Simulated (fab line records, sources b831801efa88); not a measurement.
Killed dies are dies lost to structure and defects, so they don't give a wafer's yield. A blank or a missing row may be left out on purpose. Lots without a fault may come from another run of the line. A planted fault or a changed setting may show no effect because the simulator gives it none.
Which tool did it? | flow gf180mcu | 11 lots, 33 wafers sampled, at 2 steps of a route of 602

WHAT THE GAUGES READ, wafer by wafer
GF_STI_THK_MEAS_04.
lot  | measured    | on            | STI_CVD_03_THK (nm)
L844 | day 1 18:34 | film_metro-04 | 209.5 206.0 208.1
L845 | day 1 23:34 | film_metro-03 | 211.9 211.7 211.9
L846 | day 2 04:35 | film_metro-04 | 207.5 209.5 208.7
L849 | day 2 19:50 | film_metro-04 | 204.4 204.8 204.6
L855 | day 4 01:35 | film_metro-03 | 207.0 207.4 208.3
L857 | day 4 13:26 | film_metro-04 | 207.4 205.5 207.4
L861 | day 5 07:35 | film_metro-04 | 243.9 243.8 240.2 243.7 243.9 240.4
L862 | day 5 13:11 | film_metro-04 | 217.5 227.7 231.4 217.5 227.6 231.4
L864 | day 5 23:11 | film_metro-04 | 208.5 209.7 209.5
L865 | day 6 04:44 | film_metro-02 | 206.8 206.0 204.9
L866 | day 6 09:13 | film_metro-04 | 207.1 206.1 205.1

WHICH TOOL RAN EACH LOT (tool, then ch and the chambers of the sampled wafers, then the start)
lot  | GF_STI_CVD_03
L844 | lpcvd-02 ch 1, day 1 16:34
L845 | lpcvd-01 ch 0, day 1 21:34
L846 | lpcvd-01 ch 1, day 2 02:34
L849 | lpcvd-02 ch 1, day 2 17:51
L855 | lpcvd-02 ch 0, day 3 23:34
L857 | lpcvd-01 ch 0, day 4 11:26
L861 | lpcvd-02 ch 1, day 5 05:34
L862 | lpcvd-02 ch 1, day 5 11:11
L864 | lpcvd-01 ch 0, day 5 21:10
L865 | lpcvd-01 ch 0, day 6 02:44
L866 | lpcvd-01 ch 0, day 6 07:12
- GF_STI_CVD_03: deposits Si3N4 from DCS/NH3, target thk 207.16 nm, time 3551 s.

THE ANSWER, worked out from the rows above alone
Rule: what is usual is taken from the lots themselves. Put in order of their means at a reading, lots are off if they are a third of the lots or fewer, leave a main group of 4 or more, and stand apart from it by a gap of 3 or more times the standard deviation of the main group's means; of several such gaps the widest counts. A main group whose means are all the same, to the digits that the tables above print for the reading, isn't used. A lot without any number at a reading at which 4 lots or more have one is off too. The other lots that the step has rows for count as sound.
Off: L861, L862, at GF_STI_THK_MEAS_04 (STI_CVD_03_THK). The main group: mean 207.6 nm, standard deviation 2.
A tool fits if, at a process step before that reading, it ran every lot that is off, and no sound lot after the first of them. The gauges at GF_STI_THK_MEAS_04 are tried like those tools. One fits: lpcvd-02 at GF_STI_CVD_03. Its last sound lot is L855 (day 3 23:34), its first lot that is off L861 (day 5 05:34): a fault that began between those two fits.

WHAT THE SIMULATOR HAD PUT IN
Process parameter drift: lpcvd-02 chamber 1, from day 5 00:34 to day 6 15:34, at GF_STI_CVD_03. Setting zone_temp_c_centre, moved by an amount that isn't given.
Lots struck among those shown: L861, L862. The rule above found the same.
